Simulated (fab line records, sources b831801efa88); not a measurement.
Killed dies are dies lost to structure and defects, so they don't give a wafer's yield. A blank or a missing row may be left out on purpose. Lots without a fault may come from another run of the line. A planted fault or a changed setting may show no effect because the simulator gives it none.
A struck lot beside a sound one | flow sky130 | 15 steps out of a route of 708
Sound: wafers L523.1, L523.4, L523.6. Struck: wafers L531.3, L531.4, L531.5. The cause comes at the end.
At each step with rows: each side's tool, then ch and its chambers, then its first start. Under that, the readings that differ: sound wafers | struck wafers | difference of the means | sigmas: that difference in standard deviations of wafers without a fault.
alike: readings whose means differ by less than 2 such deviations, and words and numbers that are the same on both sides. not compared: withheld readings, readings that some wafer has no value for, bounds like >300 that may hide the same value, and numbers for which the record gives no deviation and whose values overlap.
The two part at a step that has a row with sigmas, a row that says differs or no value, or rows on one side only. Numbers that don't overlap but have no deviation are shown without sigmas and don't part them. A reading that every wafer of one side lacks parts them only if that side has two wafers or more.

SKY_POLY_GATE_CD_MEAS_22:
  sound on cd_sem-02, day 17 15:14; struck on cd_sem-02, day 21 05:29
  alike: cd_nm
then, 7 steps without rows for these wafers: SKY_LDD_N_DEHYDRATE_00 (time 60 s); SKY_LDD_N_HMDS_01 (prime time 60 s); SKY_LDD_N_COAT_02 (resist thk 300 nm); SKY_LDD_N_SOFTBAKE_03 (time 60 s); SKY_LDD_N_EXPOSE_04 (exposes mask NTM, target cd 840 nm); SKY_LDD_N_PEB_05; SKY_LDD_N_DEVELOP_06 (develop time 60 s).
SKY_LDD_N_OVL_MEAS_07:
  sound on overlay-01, day 18 19:14; struck on overlay-01, day 22 12:07
  alike: LDD_N_OVL
then, 3 steps without rows for these wafers: SKY_LDD_N_IMPLANT_08; SKY_LDD_N_IMPLANT_09; SKY_LDD_N_IMPLANT_10.
SKY_LDD_N_IMPLANT_11:
  sound on implanter-01 ch 0, day 18 19:44; struck on implanter-03 ch 0, day 22 12:38
  reading                   | sound                | struck               | difference | sigmas
  beam_energy_keV           | 19.997 19.997 19.997 | 17.544 17.545 17.547 | -2.452     | -99 or more
  model.implant.rp_nm (nm)  | 15.43 15.43 15.43    | 14.08 14.08 14.08    | -1.35      |
  model.implant.drp_nm (nm) | 7.212 7.212 7.212    | 6.593 6.593 6.593    | -0.619     |
then, 1 step without rows for these wafers: SKY_LDD_N_IMPLANT_12.
-- the record jumps here: 26 days lie between the struck wafers' starts before and after (it left off in module LDD_N and takes up again in module PAD_OPEN, whose first step shown is number 708 of the route) --
SKY_PAD_OPEN_PROBE_99:
  sound on prober-02, day 46 10:48; struck on prober-01, day 48 19:34
  reading                     | sound             | struck            | difference | sigmas
  model.etest.tip_n.rs_ohm_sq | 438.8 437.6 434.8 | 445.9 445.4 452.6 | +10.9      |
  alike: killed_at_M0_to_M3, killed_at_M4_up, killed_at_contacts, killed_at_front_end, killed_at_other, killed_dies, killed_open, killed_short

WHERE THEY PART
Only at SKY_LDD_N_IMPLANT_11, within this record. Later steps at which nothing parts them and some readings are alike: SKY_PAD_OPEN_PROBE_99.

WHY: what the simulator had put in
Process parameter drift: implanter-03, from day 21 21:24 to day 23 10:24, at SKY_LDD_N_IMPLANT_11. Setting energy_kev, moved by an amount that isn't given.
